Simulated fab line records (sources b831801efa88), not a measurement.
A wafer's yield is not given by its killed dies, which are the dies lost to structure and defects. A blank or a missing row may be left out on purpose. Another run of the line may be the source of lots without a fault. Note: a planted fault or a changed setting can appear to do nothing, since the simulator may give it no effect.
Tool commonality check + flow gf180mcu + Lots sampled 13, wafers sampled 37

== WHY IT WAS OPENED ==
Of 13 lots, 1 have the reading M3_ALCU_RS flagged at GF_M3_RS_MEAS_05. No-fault wafers: 0.0696 ohm/sq, standard deviation 0.00074.
Rule: a lot gets a flag if all its wafers with a number sit over 4 standard deviations from that mean, or if no wafer of it has a number. As for the other lots, they are considered sound.

| lot  | measured     | on           | M3_ALCU_RS (ohm/sq), wafer by wafer | flag    |
|------|--------------|--------------|-------------------------------------|---------|
| L289 | day 20 04:46 | filmMetro-03 | 0.0686 0.0691 0.0696                |         |
| L290 | day 20 15:25 | filmMetro-02 | 0.0707 0.0694 0.0694                |         |
| L292 | day 21 05:04 | filmMetro-02 | 0.0694 0.0692 0.0696                |         |
| L293 | day 21 22:43 | filmMetro-02 | 0.0697 0.0706 0.0689                |         |
| L294 | day 22 04:03 | filmMetro-01 | 0.0690 0.0691 0.0703                |         |
| L295 | day 22 15:44 | filmMetro-03 | 0.0695 0.0693 0.0698                |         |
| L297 | day 23 12:01 | filmMetro-03 | 0.0689 0.0688 0.0694                |         |
| L298 | day 23 20:59 | filmMetro-03 | 0.0699 0.0683 0.0690                |         |
| L299 | day 24 06:17 | filmMetro-03 | 0.0713 0.0712 0.0699                |         |
| L300 | day 24 12:11 | filmMetro-02 | 0.0699 0.0694 0.0697                |         |
| L301 | day 24 18:52 | filmMetro-01 | 0.0689 0.0685 0.0688                |         |
| L302 | day 24 23:58 | filmMetro-03 | 0.0700 0.0700 0.0709                |         |
| L310 | day 27 12:31 | filmMetro-03 | 0.0653                              | FLAGGED |
On average the flagged lots' numbers are 0.0653 ohm/sq, which is -0.0043 ohm/sq against the usual, or -6 standard deviations.

== EACH LOT AND THE TOOL IT RAN ON ==
2 process steps preceding the reading are held in the record, out of 602 steps in the route. Read each cell as the tool, then ch plus the chambers that the sampled wafers visited, then the start.
| lot  | flag    | GF_V2_CMP_04                  | GF_M3_SPUTTER_02            |
|------|---------|-------------------------------|-----------------------------|
| L289 |         | cmp-02 ch 0,2, day 19 02:21   | pvdSputter-02, day 20 04:41 |
| L290 |         | cmp-02 ch 1,2,3, day 19 13:22 | pvdSputter-01, day 20 15:19 |
| L292 |         | cmp-02 ch 0,1,3, day 20 03:11 | pvdSputter-01, day 21 04:59 |
| L293 |         | cmp-01 ch 2,3, day 20 20:38   | pvdSputter-03, day 21 22:38 |
| L294 |         | cmp-02 ch 0,3, day 21 02:07   | pvdSputter-02, day 22 03:58 |
| L295 |         | cmp-02 ch 1,2, day 21 14:12   | pvdSputter-01, day 22 15:39 |
| L297 |         | cmp-02 ch 0,1,2, day 22 10:10 | pvdSputter-02, day 23 11:53 |
| L298 |         | cmp-02 ch 0,1, day 22 20:19   | pvdSputter-03, day 23 20:52 |
| L299 |         | cmp-01 ch 0,3, day 23 06:06   | pvdSputter-03, day 24 06:10 |
| L300 |         | cmp-01 ch 2,3, day 23 12:16   | pvdSputter-03, day 24 12:04 |
| L301 |         | cmp-02 ch 0,1,2, day 23 18:48 | pvdSputter-01, day 24 18:46 |
| L302 |         | cmp-01 ch 1,2, day 23 23:58   | pvdSputter-01, day 24 23:52 |
| L310 | FLAGGED | cmp-01 ch 1, day 26 14:33     | pvdSputter-01, day 27 12:25 |
These steps, and what they do:
- GF_V2_CMP_04: polishes SiO2.
- GF_M3_SPUTTER_02: material AlCu, target thk 450 nm, time 23.9 s.
- GF_M3_RS_MEAS_05: measures by four-point-probe.

== FLAGGED AGAINST TOTAL, ONE TOOL AT A TIME (gauges that did the reading follow at the end) ==
| step             | tool          | lots run | flagged | share of the flagged lots | sound lots run after its first flagged lot |
|------------------|---------------|----------|---------|---------------------------|--------------------------------------------|
| GF_V2_CMP_04     | cmp-01        | 5        | 1       | all                       | 0                                          |
| GF_V2_CMP_04     | cmp-02        | 8        | 0       | none                      | -                                          |
| GF_M3_SPUTTER_02 | pvdSputter-01 | 6        | 1       | all                       | 0                                          |
| GF_M3_SPUTTER_02 | pvdSputter-02 | 3        | 0       | none                      | -                                          |
| GF_M3_SPUTTER_02 | pvdSputter-03 | 4        | 0       | none                      | -                                          |
| GF_M3_RS_MEAS_05 | filmMetro-01  | 2        | 0       | none                      | -                                          |
| GF_M3_RS_MEAS_05 | filmMetro-02  | 4        | 0       | none                      | -                                          |
| GF_M3_RS_MEAS_05 | filmMetro-03  | 7        | 1       | all                       | 0                                          |

== WHAT THE TABLE ALLOWS ==
Every flagged lot was run by 3 rows of the table: cmp-01 at GF_V2_CMP_04, pvdSputter-01 at GF_M3_SPUTTER_02 and filmMetro-03 at GF_M3_RS_MEAS_05.
- cmp-01 at GF_V2_CMP_04 ran 5 lots, 1 of them flagged. It ran its last sound lot, L302, at day 23 23:58 and its first flagged lot, L310, at day 26 14:33: a fault with its onset between the two fits.
- pvdSputter-01 at GF_M3_SPUTTER_02 ran 6 lots, 1 of them flagged. It ran its last sound lot, L302, at day 24 23:52 and its first flagged lot, L310, at day 27 12:25: a fault with its onset between the two fits. Its own readings (cathodeDcPowerW) fall more than 4 standard deviations out on all wafers of the flagged lots.
- filmMetro-03 at GF_M3_RS_MEAS_05 ran 7 lots, 1 of them flagged. It ran its last sound lot, L302, at day 24 23:58 and its first flagged lot, L310, at day 27 12:31: a fault with its onset between the two fits.
These 3 tools cannot be told apart by counting lots, since each of them fits a fault that started at some hour. More lots, or a look at what each step does to the wafer, might.

== WHAT THE SIMULATOR HAD PUT IN ==
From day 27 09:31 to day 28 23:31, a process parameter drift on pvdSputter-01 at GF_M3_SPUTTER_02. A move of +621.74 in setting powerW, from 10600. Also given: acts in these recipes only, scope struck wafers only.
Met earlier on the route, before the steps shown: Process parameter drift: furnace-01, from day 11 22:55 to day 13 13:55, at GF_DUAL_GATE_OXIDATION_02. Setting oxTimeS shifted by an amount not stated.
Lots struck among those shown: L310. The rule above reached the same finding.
